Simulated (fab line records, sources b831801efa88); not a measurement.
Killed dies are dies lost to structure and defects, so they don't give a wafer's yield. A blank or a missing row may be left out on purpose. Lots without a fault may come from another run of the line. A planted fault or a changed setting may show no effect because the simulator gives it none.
A struck lot beside a sound one | flow sky130 | 32 steps out of a route of 708
Sound: wafers L846.1, L846.3, L846.6. Struck: wafers L858.2, L858.5, L858.6. The cause comes at the end.
At each step with rows: each side's tool, then ch and its chambers, then its first start. Under that, the readings that differ: sound wafers | struck wafers | difference of the means | sigmas: that difference in standard deviations of wafers without a fault.
alike: readings whose means differ by less than 2 such deviations, and words and numbers that are the same on both sides. not compared: withheld readings, readings that some wafer has no value for, bounds like >300 that may hide the same value, and numbers for which the record gives no deviation and whose values overlap.
The two part at a step that has a row with sigmas, a row that says differs or no value, or rows on one side only. Numbers that don't overlap but have no deviation are shown without sigmas and don't part them. A reading that every wafer of one side lacks parts them only if that side has two wafers or more.

SKY_FIELD_ISO_BOW_MEAS_00:
  sound on film_metro-03, day 2 11:00; struck on film_metro-02, day 4 23:01
  alike: INCOMING_BOW
SKY_FIELD_ISO_OXIDATION_01: stabilise 600 s, purge 300 s, target thk 12 nm.
  sound on furnace-01 ch 0, day 2 11:07; struck on furnace-02 ch 0, day 4 23:07
  alike: spike_tc_bottom_C, zone_power_top_pct
SKY_FIELD_ISO_THK_MEAS_02:
  sound on film_metro-02, day 2 12:38; struck on film_metro-03, day 5 00:38
  alike: FIELD_ISO_OXIDATION_00_THK
then, 1 step without rows for these wafers: SKY_FIELD_ISO_CVD_03 (deposits Si3N4 from DCS/NH3, target thk 165 nm, time 2830 s).
SKY_FIELD_ISO_THK_MEAS_04:
  sound on film_metro-01, day 2 16:24; struck on film_metro-02, day 5 05:07
  reading                   | sound             | struck            | difference | sigmas
  FIELD_ISO_CVD_03_THK (nm) | 161.8 160.7 162.1 | 164.4 165.7 165.6 | +3.7       | +2
then, 8 steps without rows for these wafers: SKY_FIELD_ISO_DEHYDRATE_05 (time 60 s); SKY_FIELD_ISO_HMDS_06 (prime time 60 s); SKY_FIELD_ISO_COAT_07 (resist thk 60 nm); SKY_FIELD_ISO_COAT_08 (resist thk 450 nm); SKY_FIELD_ISO_SOFTBAKE_09 (time 90 s); SKY_FIELD_ISO_EXPOSE_10 (exposes mask FOM, target cd 150 nm); SKY_FIELD_ISO_PEB_11; SKY_FIELD_ISO_DEVELOP_12 (develop time 60 s).
SKY_FIELD_ISO_CD_MEAS_13: target cd 150 nm.
  sound on cd_sem-01, day 3 08:07; struck on cd_sem-02, day 5 23:17
  alike: cd_nm
SKY_FIELD_ISO_ETCH_14: etches BARC in N2/H2, stops on SiO2, time 45.9 s, target depth 60 nm.
  sound on rie_diel-03 ch 2,3, day 3 08:14; struck on rie_diel-03 ch 0,3, day 5 23:23
  alike: drypump_motor_current_A, oes_product_au, throttle_valve_pct
  not compared: rf_hours_counter_h
SKY_FIELD_ISO_ETCH_15: etches the open film in CHF3/O2, stops on Si, target depth 180 nm, time 72 s.
  sound on rie_diel-03 ch 2,3, day 3 08:17; struck on rie_diel-03 ch 0,3, day 5 23:26
  alike: drypump_motor_current_A, oes_product_au, throttle_valve_pct
  not compared: rf_hours_counter_h
SKY_FIELD_ISO_STRIP_16: strips in O2/N2.
  sound on plasma_asher-01 ch 0,1, day 3 08:20; struck on plasma_asher-01 ch 0,1, day 5 23:29
  alike: drypump_motor_current_A, oes_product_au, strip_time_to_endpoint_s
  not compared: rf_hours_counter_h
SKY_FIELD_ISO_ETCH_17: etches Si in HBr/Cl2/O2, target depth 342 nm, time 97.7 s.
  sound on rie_si-01 ch 1,2,3, day 3 08:26; struck on rie_si-02 ch 1,2,3, day 5 23:35
  alike: drypump_motor_current_A, mfc_cl2_sccm, oes_product_au, throttle_valve_pct
  not compared: rf_hours_counter_h
then, 5 steps without rows for these wafers: SKY_FIELD_ISO_WET_ETCH_18 (etches Si3N4 in H3PO4, target depth 25 nm, time 286 s); SKY_FIELD_ISO_CLEAN_19 (cleans in SC1/SC2, time 150 s); SKY_FIELD_ISO_CLEAN_20 (cleans in dHF, time 20 s); SKY_FIELD_ISO_WET_ETCH_21 (etches SiO2 in dHF, target depth 20 nm, time 400 s); SKY_FIELD_ISO_OXIDATION_22 (stabilise 600 s, purge 300 s, target thk 10 nm).
SKY_FIELD_ISO_THK_MEAS_23:
  sound on film_metro-01, day 3 09:58; struck on film_metro-02, day 6 04:25
  alike: FIELD_ISO_OXIDATION_01_THK
then, 1 step without rows for these wafers: SKY_FIELD_ISO_CVD_24 (deposits SiO2, target thk 595 nm, time 99.2 s).
SKY_FIELD_ISO_THK_MEAS_25:
  sound on film_metro-03, day 3 10:05; struck on film_metro-03, day 6 04:32
  alike: FIELD_ISO_CVD_24_THK
then, 1 step without rows for these wafers: SKY_FIELD_ISO_ANNEAL_26 (time 1800 s).
SKY_FIELD_ISO_CMP_27: polishes, stops on Si3N4, t overpolish 16 s, target thk 457.8 nm.
  sound on cmp-02 ch 1,3, day 3 11:57; struck on cmp-02 ch 0,1, day 6 12:52
  alike: motor_current_A, overpolish_run_s, time_to_endpoint_s
then, 3 steps without rows for these wafers: SKY_FIELD_ISO_WET_ETCH_28 (etches SiO2 in dHF, target depth 23.7 nm, time 47 s); SKY_FIELD_ISO_WET_ETCH_29 (etches Si3N4 in H3PO4, target depth 160 nm, time 1825 s); SKY_FIELD_ISO_WET_ETCH_30 (etches SiO2 in dHF, target depth 25 nm, time 50 s).
-- the record jumps here: 44 days lie between the struck wafers' starts before and after (it left off in module FIELD_ISO and takes up again in module PAD_OPEN, whose first step shown is number 708 of the route) --
SKY_PAD_OPEN_PROBE_99:
  the record has rows for the struck wafers here (prober-01, day 50 08:28) and none for the sound ones

WHERE THEY PART
First at SKY_FIELD_ISO_THK_MEAS_04; last, within this record, at SKY_PAD_OPEN_PROBE_99.

WHY: what the simulator had put in
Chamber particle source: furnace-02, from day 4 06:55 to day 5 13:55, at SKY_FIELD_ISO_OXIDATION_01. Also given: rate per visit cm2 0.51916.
